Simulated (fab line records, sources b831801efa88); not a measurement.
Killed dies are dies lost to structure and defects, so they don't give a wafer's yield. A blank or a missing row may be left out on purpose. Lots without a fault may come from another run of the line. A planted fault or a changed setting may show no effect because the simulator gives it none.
fab line records | flow sfq_line
record lots=14 wafers=42 last_day=83
route steps=325 shown I2@103
lots that met no fault: from a run of the same line without faults
start_h: hours from the record's first day to the start of the lot's first wafer shown | wait_h: hours since the lot's step before | " the same as in the row above | L1.1+2: a row that stands for several wafers | - no value, or no start given | * or withheld: withheld | < > ~ a bound
route shown NAME@n: a module of which the file shows steps, and the number in the route of the first | usual: mean/standard deviation of fault-free wafers | same: alike in all rows | chamber/n: place in a boat | sites: the reading at each site | _std_site: their standard deviation | _edge_site: outer sites' mean less inner sites' | radius_mm: how far each site lies from the wafer's centre | mask NAME#n: copy n | behind: the tool/chamber that last shaped the wafer | hold: why the lot was held/for how many hours/how that ended | device: the transistor (n, p or np) that didn't switch | end of line: the same wafers' tests at the end of the route | a step without rows: its recipe alone | killed: dies lost to structure and defects at the first sort, not the wafer's yield | map: a wafer's dies, x killed, . not, _ none there
set.NAME: the setting as run; set.NAME@STEP: as run at that earlier step | model.NAME: the simulator's own value behind a step, which no gauge read
steps of the route over a sample of lots; a table a step, a row a wafer
services: from which hour (start_h, from the record's first day; less than 0 if before it) a tool's chamber was out of use, for how many hours, and why
## steps
# step SFQ_TRILAYER_I2_DEP_PECVD_063
# recipe material=SiO2 temp_c=150 time_s=111.11 pressure_torr=2.4 rf_w=183.3 precursor=SiH4/N2O target_thk_nm=500
# usual heater_power_outer_w=29/5.3 heater_power_w=79/8 rf_fwd_power_W=182.3/0.59 showerhead_vpp_V=796/25 throttle_valve_pct=24.5/1.4
# columns lot.wafer tool chamber start_h wait_h heater_power_outer_w heater_power_w rf_fwd_power_W showerhead_vpp_V throttle_valve_pct
L114.1 pecvd-01 0 485.03 0.0 20 62 182.1 834 25.8
L114.3 " 2 " " 28 70 182.1 791 25.4
L114.4 " 1 " " 25 76 182.3 810 26.7
L115.2 pecvd-02 1 489.81 0.0 27 73 182.9 811 22.7
L115.5 " 2 " " 31 85 182.1 777 22.1
L115.6 " 0 " " 23 76 181.9 761 24.6
L117.2 pecvd-02 2 511.25 0.0 35 89 181.5 783 22.6
L117.3 " 1 " " 34 81 182.7 810 22.6
L117.4 " 2 " " 36 88 181.3 781 22.3
L120.1 pecvd-01 2 546.06 0.0 34 80 182.2 804 25.5
L120.2 " 0 " " 27 71 181.2 835 25.9
L120.6 " 2 " " 34 79 182.9 798 25.3
L121.3 pecvd-01 1 554.41 0.0 38 93 182.2 837 26.4
L121.4 " 1 " " 26 77 181.9 800 26.3
L121.5 " 2 " " 34 78 181.5 796 25.6
L122.2 pecvd-02 1 566.41 0.0 26 75 182.2 812 22.9
L122.3 " 2 " " 28 80 181.8 794 22.8
L122.5 " 2 " " 31 84 182.4 786 22.6
L123.2 pecvd-03 2 568.81 0.0 30 80 182.7 809 26.6
L123.3 " 1 " " 34 83 181.5 781 24.8
L123.5 " 2 " " 32 83 182.3 816 26.7
L126.2 pecvd-01 2 595.63 0.0 33 76 183.4 788 24.0
L126.4 " 1 " " 26 75 182.4 808 23.6
L126.6 " 0 " " 30 77 182.5 831 22.6
L127.3 pecvd-02 1 600.61 0.0 25 71 182.5 814 22.9
L127.4 " 2 " " 36 94 180.8 789 22.6
L127.6 " 1 " " 27 78 182.4 818 22.7
L128.3 pecvd-02 0 605.15 0.0 24 80 211.3 811 24.9
L128.5 " 1 " " 25 72 211.1 884 23.0
L128.6 " 2 " " 29 83 211.2 834 22.9
L130.2 pecvd-02 0 627.08 0.0 19 71 212.4 807 25.1
L130.3 " 2 " " 25 77 211.2 842 22.8
L130.4 " 0 " " 22 74 212.1 808 25.2
L132.2 pecvd-01 2 646.79 0.0 29 72 182.9 799 24.0
L132.4 " 2 " " 32 77 182.7 784 24.1
L132.5 " 1 " " 33 85 183.1 798 23.3
L133.1 pecvd-03 2 794.76 0.0 30 82 182.9 830 26.4
L133.5 " 1 " " 23 68 182.1 773 24.9
L133.6 " 2 " " 32 84 182.0 808 26.5
L134.1 pecvd-02 1 804.22 0.0 32 82 182.6 812 23.2
L134.3 " 0 " " 33 88 182.4 755 25.7
L134.5 " 0 " " 34 92 182.4 746 25.8
## services
# columns tool chamber start_h hours kind
pecvd-03 - 461.88 0.7 repair
pecvd-02 - 485.83 2.6 repair
pecvd-01 2 516.08 10.4 repair
pecvd-01 - 563.75 14.0 pm
pecvd-01 0 563.75 14.0 vent_cycle
pecvd-01 1 563.75 14.0 vent_cycle
pecvd-01 2 563.75 14.0 vent_cycle
pecvd-01 0 577.75 - clean
pecvd-01 1 577.75 - clean
pecvd-01 2 577.75 - clean
pecvd-01 - 615.98 0.7 repair
pecvd-01 - 675.61 0.8 pm
pecvd-03 - 679.32 2.8 pm
pecvd-01 - 684.35 6.0 pm
pecvd-03 2 696.03 13.4 repair
pecvd-02 0 724.06 31.8 repair
## key
first_sign step=SFQ_TRILAYER_I2_DEP_PECVD_063 reading=rf_fwd_power_W direction=up sigmas=50 usual=182.3 struck=211.6
effect none on later readings
met_at SFQ_TRILAYER_I2_DEP_PECVD_063
struck_lots L128,L130
onset_between 600.61 605.15
fault kind=process_parameter_drift tool=pecvd-02 chamber=- onset_h=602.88 steps=SFQ_TRILAYER_I2_DEP_PECVD_063 channel=rf_w offset=29.328 shape=step end_h=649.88 acts_in=these_recipes_only stated=183.3
